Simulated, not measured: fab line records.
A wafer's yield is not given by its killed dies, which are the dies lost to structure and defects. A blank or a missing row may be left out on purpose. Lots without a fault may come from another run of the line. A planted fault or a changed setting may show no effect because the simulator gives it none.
Which of the tools did it? || flow gf180mcu || 36 wafers from 12 lots sampled at 5 of the route's 602 steps

== WHAT THE GAUGES SHOWED, per wafer ==
GF_SALICIDE_THK_MEAS_05: measures by xrf.
{"lot": "L441", "measured": "day 15 06:32", "on": "film_metro-02", "SALICIDE_TIN_THK (nm)": "19.92 19.81 19.89"}
{"lot": "L443", "measured": "day 15 23:55", "on": "film_metro-02", "SALICIDE_TIN_THK (nm)": "19.63 19.43 19.90"}
{"lot": "L445", "measured": "day 16 17:59", "on": "film_metro-03", "SALICIDE_TIN_THK (nm)": "20.26 20.30 20.36"}
{"lot": "L449", "measured": "day 18 08:56", "on": "film_metro-02", "SALICIDE_TIN_THK (nm)": "20.19 20.01 20.12"}
{"lot": "L451", "measured": "day 18 23:47", "on": "film_metro-03", "SALICIDE_TIN_THK (nm)": "20.03 20.25 19.96"}
{"lot": "L452", "measured": "day 19 11:28", "on": "film_metro-03", "SALICIDE_TIN_THK (nm)": "20.12 20.21 20.13"}
{"lot": "L454", "measured": "day 20 03:43", "on": "film_metro-03", "SALICIDE_TIN_THK (nm)": "19.78 19.84 20.04"}
{"lot": "L458", "measured": "day 21 14:13", "on": "film_metro-02", "SALICIDE_TIN_THK (nm)": "19.77 19.92 20.02"}
{"lot": "L459", "measured": "day 21 19:22", "on": "film_metro-01", "SALICIDE_TIN_THK (nm)": "19.86 19.84 19.91"}
{"lot": "L462", "measured": "day 22 23:17", "on": "film_metro-01", "SALICIDE_TIN_THK (nm)": "20.31 20.09 20.29"}
{"lot": "L463", "measured": "day 23 02:49", "on": "film_metro-02", "SALICIDE_TIN_THK (nm)": "20.16 19.94 20.19"}
{"lot": "L464", "measured": "day 23 11:29", "on": "film_metro-02", "SALICIDE_TIN_THK (nm)": "20.17 19.95 20.02"}

GF_CONTACT_THK_MEAS_01.
{"lot": "L441", "measured": "day 15 06:57", "on": "film_metro-04", "CONTACT_CVD_00_THK (nm)": "295.8 299.5 299.3"}
{"lot": "L443", "measured": "day 16 00:18", "on": "film_metro-04", "CONTACT_CVD_00_THK (nm)": "299.7 300.0 300.7"}
{"lot": "L445", "measured": "day 16 18:23", "on": "film_metro-03", "CONTACT_CVD_00_THK (nm)": "302.2 300.7 298.7"}
{"lot": "L449", "measured": "day 18 09:21", "on": "film_metro-03", "CONTACT_CVD_00_THK (nm)": "304.3 303.8 305.2"}
{"lot": "L451", "measured": "day 19 00:11", "on": "film_metro-04", "CONTACT_CVD_00_THK (nm)": "304.7 301.0 301.4"}
{"lot": "L452", "measured": "day 19 11:52", "on": "film_metro-03", "CONTACT_CVD_00_THK (nm)": "301.3 300.7 304.2"}
{"lot": "L454", "measured": "day 20 04:07", "on": "film_metro-01", "CONTACT_CVD_00_THK (nm)": "300.2 300.2 299.7"}
{"lot": "L458", "measured": "day 21 14:37", "on": "film_metro-01", "CONTACT_CVD_00_THK (nm)": "297.8 300.3 300.7"}
{"lot": "L459", "measured": "day 21 19:47", "on": "film_metro-03", "CONTACT_CVD_00_THK (nm)": "298.3 298.0 297.7"}
{"lot": "L462", "measured": "day 22 23:41", "on": "film_metro-03", "CONTACT_CVD_00_THK (nm)": "301.4 302.7 301.8"}
{"lot": "L463", "measured": "day 23 03:13", "on": "film_metro-01", "CONTACT_CVD_00_THK (nm)": "300.4 297.1 300.1"}
{"lot": "L464", "measured": "day 23 11:53", "on": "film_metro-04", "CONTACT_CVD_00_THK (nm)": "300.1 302.9 300.9"}

== TOOL THAT RAN EACH LOT (tool first, then ch and the chambers of the sampled wafers, then the start) ==
{"lot": "L441", "GF_STI_ETCH_13": "rie_diel-04 ch 1,2, day 2 00:41", "GF_STI_STRIP_15": "plasma_asher-01 ch 0,1, day 2 00:52", "GF_SALICIDE_RTA_06": "rtp_anneal-01 ch 0, day 15 06:37"}
{"lot": "L443", "GF_STI_ETCH_13": "rie_diel-04 ch 0,2,3, day 2 11:20", "GF_STI_STRIP_15": "plasma_asher-03 ch 1, day 2 11:29", "GF_SALICIDE_RTA_06": "rtp_anneal-02 ch 0, day 15 23:58"}
{"lot": "L445", "GF_STI_ETCH_13": "rie_diel-01 ch 0,2,3, day 2 21:16", "GF_STI_STRIP_15": "plasma_asher-01 ch 0,1, day 2 21:25", "GF_SALICIDE_RTA_06": "rtp_anneal-01 ch 0, day 16 18:02"}
{"lot": "L449", "GF_STI_ETCH_13": "rie_diel-03 ch 0,1,2, day 3 19:33", "GF_STI_STRIP_15": "plasma_asher-01 ch 0,1, day 3 19:43", "GF_SALICIDE_RTA_06": "rtp_anneal-02 ch 0, day 18 09:01"}
{"lot": "L451", "GF_STI_ETCH_13": "rie_diel-03 ch 0,1,2, day 4 05:12", "GF_STI_STRIP_15": "plasma_asher-01 ch 0,1, day 4 05:23", "GF_SALICIDE_RTA_06": "rtp_anneal-01 ch 0, day 18 23:52"}
{"lot": "L452", "GF_STI_ETCH_13": "rie_diel-03 ch 0,1,3, day 4 09:59", "GF_STI_STRIP_15": "plasma_asher-03 ch 0,1, day 4 10:08", "GF_SALICIDE_RTA_06": "rtp_anneal-01 ch 0, day 19 11:32"}
{"lot": "L454", "GF_STI_ETCH_13": "rie_diel-04 ch 0,3, day 4 19:40", "GF_STI_STRIP_15": "plasma_asher-02 ch 0,1, day 4 19:51", "GF_SALICIDE_RTA_06": "rtp_anneal-02 ch 0, day 20 03:48"}
{"lot": "L458", "GF_STI_ETCH_13": "rie_diel-04 ch 0,1,2, day 5 16:53", "GF_STI_STRIP_15": "plasma_asher-03 ch 0,1, day 5 17:02", "GF_SALICIDE_RTA_06": "rtp_anneal-02 ch 0, day 21 14:17"}
{"lot": "L459", "GF_STI_ETCH_13": "rie_diel-03 ch 0,1, day 5 23:42", "GF_STI_STRIP_15": "plasma_asher-02 ch 0,1, day 5 23:51", "GF_SALICIDE_RTA_06": "rtp_anneal-02 ch 0, day 21 19:25"}
{"lot": "L462", "GF_STI_ETCH_13": "rie_diel-03 ch 0,3, day 6 15:39", "GF_STI_STRIP_15": "plasma_asher-01 ch 0, day 6 15:48", "GF_SALICIDE_RTA_06": "rtp_anneal-01 ch 0, day 22 23:20"}
{"lot": "L463", "GF_STI_ETCH_13": "rie_diel-01 ch 0,1,2, day 6 18:49", "GF_STI_STRIP_15": "plasma_asher-01 ch 0,1, day 6 19:00", "GF_SALICIDE_RTA_06": "rtp_anneal-01 ch 0, day 23 02:54"}
{"lot": "L464", "GF_STI_ETCH_13": "rie_diel-01 ch 0,1,2, day 7 00:41", "GF_STI_STRIP_15": "plasma_asher-02 ch 0,1, day 7 00:50", "GF_SALICIDE_RTA_06": "rtp_anneal-01 ch 0, day 23 11:34"}
- GF_STI_ETCH_13: etches the open film in CHF3/O2, stops on Si, target depth 282.31 nm, time 112.9 s.
- GF_STI_STRIP_15: strips in O2/N2.
- GF_SALICIDE_RTA_06: time 30 s.

== AS READ BY THE TOOLS THEMSELVES (means over the sampled wafers that have a number; for cases with no such wafer, the mark the record gives instead) ==
GF_STI_ETCH_13.
{"lot": "L441", "tool": "rie_diel-04", "drypump_motor_current_A (A)": 5.8, "oes_product_au (a.u.)": 0.835, "throttle_valve_pct (%)": 8.819}
{"lot": "L443", "tool": "rie_diel-04", "drypump_motor_current_A (A)": 5.9, "oes_product_au (a.u.)": 0.836, "throttle_valve_pct (%)": 8.815}
{"lot": "L445", "tool": "rie_diel-01", "drypump_motor_current_A (A)": 6.1, "oes_product_au (a.u.)": 0.836, "throttle_valve_pct (%)": 8.811}
{"lot": "L449", "tool": "rie_diel-03", "drypump_motor_current_A (A)": 5.4, "oes_product_au (a.u.)": 0.839, "throttle_valve_pct (%)": 8.800}
{"lot": "L451", "tool": "rie_diel-03", "drypump_motor_current_A (A)": 5.4, "oes_product_au (a.u.)": 0.836, "throttle_valve_pct (%)": 8.809}
{"lot": "L452", "tool": "rie_diel-03", "drypump_motor_current_A (A)": 5.2, "oes_product_au (a.u.)": 0.829, "throttle_valve_pct (%)": 8.812}
{"lot": "L454", "tool": "rie_diel-04", "drypump_motor_current_A (A)": 5.9, "oes_product_au (a.u.)": 0.831, "throttle_valve_pct (%)": 8.809}
{"lot": "L458", "tool": "rie_diel-04", "drypump_motor_current_A (A)": 6.0, "oes_product_au (a.u.)": 0.841, "throttle_valve_pct (%)": 8.815}
{"lot": "L459", "tool": "rie_diel-03", "drypump_motor_current_A (A)": 5.0, "oes_product_au (a.u.)": 0.768, "throttle_valve_pct (%)": 8.791}
{"lot": "L462", "tool": "rie_diel-03", "drypump_motor_current_A (A)": 5.0, "oes_product_au (a.u.)": 0.770, "throttle_valve_pct (%)": 8.785}
{"lot": "L463", "tool": "rie_diel-01", "drypump_motor_current_A (A)": 5.9, "oes_product_au (a.u.)": 0.833, "throttle_valve_pct (%)": 8.814}
{"lot": "L464", "tool": "rie_diel-01", "drypump_motor_current_A (A)": 5.9, "oes_product_au (a.u.)": 0.824, "throttle_valve_pct (%)": 8.814}

GF_STI_STRIP_15.
{"lot": "L441", "tool": "plasma_asher-01", "drypump_motor_current_A (A)": 6.67, "heater_power_w (W)": 307, "o2_flow_sccm (sccm)": 3003, "oes_product_au (a.u.)": 0.383, "strip_time_to_endpoint_s (s)": 3.76}
{"lot": "L443", "tool": "plasma_asher-03", "drypump_motor_current_A (A)": 6.06, "heater_power_w (W)": 318, "o2_flow_sccm (sccm)": 2992, "oes_product_au (a.u.)": 0.387, "strip_time_to_endpoint_s (s)": 3.77}
{"lot": "L445", "tool": "plasma_asher-01", "drypump_motor_current_A (A)": 6.60, "heater_power_w (W)": 302, "o2_flow_sccm (sccm)": 3000, "oes_product_au (a.u.)": 0.389, "strip_time_to_endpoint_s (s)": 3.72}
{"lot": "L449", "tool": "plasma_asher-01", "drypump_motor_current_A (A)": 6.66, "heater_power_w (W)": 303, "o2_flow_sccm (sccm)": 2996, "oes_product_au (a.u.)": 0.386, "strip_time_to_endpoint_s (s)": 3.69}
{"lot": "L451", "tool": "plasma_asher-01", "drypump_motor_current_A (A)": 6.63, "heater_power_w (W)": 300, "o2_flow_sccm (sccm)": 2998, "oes_product_au (a.u.)": 0.387, "strip_time_to_endpoint_s (s)": 3.72}
{"lot": "L452", "tool": "plasma_asher-03", "drypump_motor_current_A (A)": 6.05, "heater_power_w (W)": 327, "o2_flow_sccm (sccm)": 3016, "oes_product_au (a.u.)": 0.386, "strip_time_to_endpoint_s (s)": 3.73}
{"lot": "L454", "tool": "plasma_asher-02", "drypump_motor_current_A (A)": 6.10, "heater_power_w (W)": 328, "o2_flow_sccm (sccm)": 2998, "oes_product_au (a.u.)": 0.387, "strip_time_to_endpoint_s (s)": 3.81}
{"lot": "L458", "tool": "plasma_asher-03", "drypump_motor_current_A (A)": 6.02, "heater_power_w (W)": 339, "o2_flow_sccm (sccm)": 2999, "oes_product_au (a.u.)": 0.387, "strip_time_to_endpoint_s (s)": 3.79}
{"lot": "L459", "tool": "plasma_asher-02", "drypump_motor_current_A (A)": 6.08, "heater_power_w (W)": 333, "o2_flow_sccm (sccm)": 2991, "oes_product_au (a.u.)": 0.364, "strip_time_to_endpoint_s (s)": 3.35}
{"lot": "L462", "tool": "plasma_asher-01", "drypump_motor_current_A (A)": 6.75, "heater_power_w (W)": 313, "o2_flow_sccm (sccm)": 2986, "oes_product_au (a.u.)": 0.372, "strip_time_to_endpoint_s (s)": 3.37}
{"lot": "L463", "tool": "plasma_asher-01", "drypump_motor_current_A (A)": 6.68, "heater_power_w (W)": 308, "o2_flow_sccm (sccm)": 3004, "oes_product_au (a.u.)": 0.383, "strip_time_to_endpoint_s (s)": 3.73}
{"lot": "L464", "tool": "plasma_asher-02", "drypump_motor_current_A (A)": 6.07, "heater_power_w (W)": 338, "o2_flow_sccm (sccm)": 3004, "oes_product_au (a.u.)": 0.385, "strip_time_to_endpoint_s (s)": 3.72}

GF_SALICIDE_RTA_06.
{"lot": "L441", "tool": "rtp_anneal-01", "lamp_power_pct (%)": 5.0, "wafer_temp_C_max": 531.7}
{"lot": "L443", "tool": "rtp_anneal-02", "lamp_power_pct (%)": 8.1, "wafer_temp_C_max": 532.1}
{"lot": "L445", "tool": "rtp_anneal-01", "lamp_power_pct (%)": 5.0, "wafer_temp_C_max": 531.8}
{"lot": "L449", "tool": "rtp_anneal-02", "lamp_power_pct (%)": 8.1, "wafer_temp_C_max": 532.0}
{"lot": "L451", "tool": "rtp_anneal-01", "lamp_power_pct (%)": 5.0, "wafer_temp_C_max": 531.4}
{"lot": "L452", "tool": "rtp_anneal-01", "lamp_power_pct (%)": 5.0, "wafer_temp_C_max": 532.0}
{"lot": "L454", "tool": "rtp_anneal-02", "lamp_power_pct (%)": 8.1, "wafer_temp_C_max": 532.3}
{"lot": "L458", "tool": "rtp_anneal-02", "lamp_power_pct (%)": 8.1, "wafer_temp_C_max": 532.1}
{"lot": "L459", "tool": "rtp_anneal-02", "lamp_power_pct (%)": 8.1, "wafer_temp_C_max": 532.0}
{"lot": "L462", "tool": "rtp_anneal-01", "lamp_power_pct (%)": 5.0, "wafer_temp_C_max": 531.7}
{"lot": "L463", "tool": "rtp_anneal-01", "lamp_power_pct (%)": 5.0, "wafer_temp_C_max": 532.0}
{"lot": "L464", "tool": "rtp_anneal-01", "lamp_power_pct (%)": 5.0, "wafer_temp_C_max": 532.2}

== THE ANSWER, worked out from the rows above alone ==
Rule: the usual values come from the lots themselves. Put in order of their means at a reading, lots are off if they are a third of the lots or fewer, leave a main group of 4 or more, and stand apart from it by a gap of 3 or more times the standard deviation of the main group's means; of several such gaps the widest counts. If all means in a main group match to the digits the tables above print for the reading, that group is not used. A lot without any number at a reading at which 4 lots or more have one is off too. All remaining lots with rows at the step are treated as sound. Order of review: gauges by route order, followed by the tools' own readings, for which a lot's mean as printed above is used. The first step at which some lot is off is used, and at that step the reading that is off furthest; a lot without a number counts as furthest.
Off at GF_STI_ETCH_13 (oes_product_au): L459, L462. Main group: mean 0.834 a.u., sd 0.0047.
If a tool, at that step or one of the process steps before it, ran each lot that is off and ran no sound lot following the first of them, it fits. One candidate fits, namely rie_diel-03 at GF_STI_ETCH_13. Its last sound lot is L452 (day 4 09:59), its first lot that is off L459 (day 5 23:42): a fault that began between those two fits.
The tool's own readings at GF_STI_ETCH_13 bear it out: on the lots that are off they differ by more than 5 times the standard deviation of the sound lots' means. oes_product_au reads 0.769 a.u. there against 0.834 a.u. on the sound lots.

== WHAT THE SIMULATOR HAD PUT IN ==
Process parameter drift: rie_diel-03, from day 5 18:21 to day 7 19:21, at GF_STI_ETCH_13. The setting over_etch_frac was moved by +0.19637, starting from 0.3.
Shown lots that were struck: L459, L462. The rule given above showed the same thing.
